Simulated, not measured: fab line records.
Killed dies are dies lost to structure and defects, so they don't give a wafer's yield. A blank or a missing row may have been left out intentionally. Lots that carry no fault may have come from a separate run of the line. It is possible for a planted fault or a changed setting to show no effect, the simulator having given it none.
What tool caused it? | flow gf180mcu | 12 lots, 36 wafers sampled, at 4 steps of a route of 602

WHAT THE GAUGES READ, wafer by wafer
GF_STI_CD_MEAS_12: the cd target is 220 nm.
lot  | measured    | on        | cd nm (nm)
L494 | day 2 06:29 | cd sem-02 | 221.0 220.1 221.4
L495 | day 2 10:25 | cd sem-02 | 221.9 220.8 221.1
L496 | day 2 16:10 | cd sem-01 | 219.2 219.2 219.5
L497 | day 3 01:20 | cd sem-02 | 220.1 219.8 219.9
L499 | day 3 08:01 | cd sem-01 | 219.8 219.7 219.1
L500 | day 3 13:11 | cd sem-02 | 220.3 220.3 221.0
L501 | day 3 18:22 | cd sem-02 | 220.2 218.8 218.4
L503 | day 4 05:04 | cd sem-01 | 219.5 218.8 219.9
L508 | day 5 06:26 | cd sem-02 | 221.0 219.7 219.4
L510 | day 5 18:05 | cd sem-01 | 221.2 220.8 220.7
L512 | day 6 02:10 | cd sem-01 | 219.6 220.9 220.2
L516 | day 7 00:45 | cd sem-01 | 220.0 220.5 221.3

GF_POLY_GATE_THK_MEAS_01.
lot  | measured     | on            | POLY_GATE_CVD_00_THK (nm)
L494 | day 8 18:24  | film metro-03 | 200.4 200.9 200.2
L495 | day 8 21:53  | film metro-01 | 201.7 199.1 201.2
L496 | day 9 05:11  | film metro-01 | 205.7 204.2 202.8
L497 | day 9 16:11  | film metro-01 | 196.0 196.5 197.0
L499 | day 10 03:50 | film metro-01 | 200.8 198.3 201.5
L500 | day 10 14:19 | film metro-03 | 202.5 203.5 202.0
L501 | day 10 16:31 | film metro-01 | 199.1 198.8 199.8
L503 | day 11 09:39 | film metro-02 | 201.1 202.7 200.2
L508 | day 12 23:07 | film metro-01 | 229.9 234.4 228.5
L510 | day 13 19:04 | film metro-02 | 196.5 197.1 199.7
L512 | day 14 02:53 | film metro-01 | 199.0 199.6 200.2
L516 | day 15 07:37 | film metro-02 | 200.1 202.2 201.2

EACH LOT AND THE TOOL THAT RAN IT (in order: tool; ch and the chambers of the sampled wafers; start)
lot  | GF_VT_IMPLANT_STRIP_31               | GF_POLY_GATE_CVD_00
L494 | plasma asher-04 ch 0, day 7 04:40    | lpcvd-02 ch 1, day 8 17:04
L495 | plasma asher-03 ch 0,1, day 7 07:11  | lpcvd-02 ch 1, day 8 20:34
L496 | plasma asher-03 ch 1, day 7 13:29    | lpcvd-02 ch 1, day 9 03:51
L497 | plasma asher-04 ch 0,1, day 7 23:10  | lpcvd-01 ch 1, day 9 14:08
L499 | plasma asher-04 ch 0,1, day 8 11:07  | lpcvd-02 ch 0, day 10 01:49
L500 | plasma asher-02 ch 0,1, day 8 19:53  | lpcvd-02 ch 0, day 10 12:58
L501 | plasma asher-04 ch 0,1, day 8 22:02  | lpcvd-01 ch 1, day 10 14:31
L503 | plasma asher-04 ch 1, day 9 14:55    | lpcvd-02 ch 1, day 11 08:19
L508 | plasma asher-04 ch 0,1, day 10 22:47 | lpcvd-01 ch 1, day 12 21:47
L510 | plasma asher-04 ch 0,1, day 11 15:50 | lpcvd-02 ch 0, day 13 17:04
L512 | plasma asher-02 ch 0,1, day 12 00:46 | lpcvd-01 ch 0, day 14 01:29
L516 | plasma asher-04 ch 0,1, day 13 07:50 | lpcvd-02 ch 1, day 15 06:16
- GF_VT_IMPLANT_STRIP_31: strips in O2/N2.
- GF_POLY_GATE_CVD_00: deposits poly-Si, target thk 200 nm, time 1200 s.

AS READ BY THE TOOLS THEMSELVES (means over the sampled wafers that have a number; for cases with no such wafer, the mark the record gives instead)
GF_VT_IMPLANT_STRIP_31.
lot  | tool            | drypump motor current A (A) | heater power w (W) | o2 flow sccm (sccm) | oes product au (a.u.) | strip time to endpoint s (s)
L494 | plasma asher-04 | 6.25                        | 406                | 2994                | 0.718                 | 12.60
L495 | plasma asher-03 | 5.83                        | 348                | 3007                | 0.717                 | 12.58
L496 | plasma asher-03 | 6.07                        | 335                | 2997                | 0.719                 | 12.57
L497 | plasma asher-04 | 6.14                        | 352                | 3001                | 0.717                 | 12.62
L499 | plasma asher-04 | 6.13                        | 350                | 3008                | 0.712                 | 12.61
L500 | plasma asher-02 | 6.06                        | 307                | 2992                | 0.715                 | 12.63
L501 | plasma asher-04 | 6.10                        | 354                | 3008                | 0.712                 | 12.59
L503 | plasma asher-04 | 6.06                        | 321                | 2999                | 0.713                 | 12.58
L508 | plasma asher-04 | 6.13                        | 348                | 2999                | 0.715                 | 12.65
L510 | plasma asher-04 | 6.18                        | 382                | 2995                | 0.718                 | 12.56
L512 | plasma asher-02 | 6.03                        | 313                | 2998                | 0.718                 | 12.65
L516 | plasma asher-04 | 6.18                        | 384                | 3004                | 0.711                 | 12.64

GF_POLY_GATE_CVD_00.
lot  | tool     | spike tc centre C (C) | zone power centre pct (%) | zone power lower pct (%) | zone power upper pct (%)
L494 | lpcvd-02 | 619.3                 | 10.3                      | 9.0                      | 8.7
L495 | lpcvd-02 | 620.2                 | 10.4                      | 9.2                      | 8.8
L496 | lpcvd-02 | 621.0                 | 10.4                      | 8.9                      | 8.7
L497 | lpcvd-01 | 621.2                 | 10.6                      | 9.5                      | 8.2
L499 | lpcvd-02 | 622.1                 | 10.4                      | 8.4                      | 8.1
L500 | lpcvd-02 | 622.7                 | 10.3                      | 8.5                      | 8.1
L501 | lpcvd-01 | 619.9                 | 10.5                      | 9.5                      | 8.3
L503 | lpcvd-02 | 621.1                 | 10.4                      | 9.1                      | 8.8
L508 | lpcvd-01 | 638.7                 | 14.1                      | 7.8                      | 6.7
L510 | lpcvd-02 | 621.9                 | 10.3                      | 8.4                      | 8.1
L512 | lpcvd-01 | 623.3                 | 9.8                       | 9.1                      | 7.5
L516 | lpcvd-02 | 620.9                 | 10.4                      | 9.1                      | 8.9

THE ANSWER, worked out from the rows above alone
Rule: the lots themselves supply what counts as usual. Put in order of their means at a reading, lots are off if they are a third of the lots or fewer, leave a main group of 4 or more, and stand apart from it by a gap of 3 or more times the standard deviation of the main group's means; of several such gaps the widest counts. A main group whose means are all the same, to the digits that the tables above print for the reading, isn't used. Also off: a lot with no number at a reading for which 4 or more lots have one. Any other lot the step has rows for is counted as sound. Order of review: gauges by route order, followed by the tools' own readings, for which a lot's mean as printed above is used. The first step at which some lot is off is used, and at that step the reading that is off furthest; a lot without a number counts as furthest.
Off: L508, at GF_POLY_GATE_THK_MEAS_01 (POLY_GATE_CVD_00_THK). For the main group the mean is 200.4 nm and the standard deviation 2.
If a tool, at a process step before that reading, ran all the lots that are off and no sound lot after the first of them, it fits. The gauges at GF_POLY_GATE_THK_MEAS_01 aren't tried: what is off there is off at GF_POLY_GATE_CVD_00 too, on other tools, and a gauge's error can't cause that. Not one of the candidates tried fits.

WHAT WAS PUT IN BY THE SIMULATOR
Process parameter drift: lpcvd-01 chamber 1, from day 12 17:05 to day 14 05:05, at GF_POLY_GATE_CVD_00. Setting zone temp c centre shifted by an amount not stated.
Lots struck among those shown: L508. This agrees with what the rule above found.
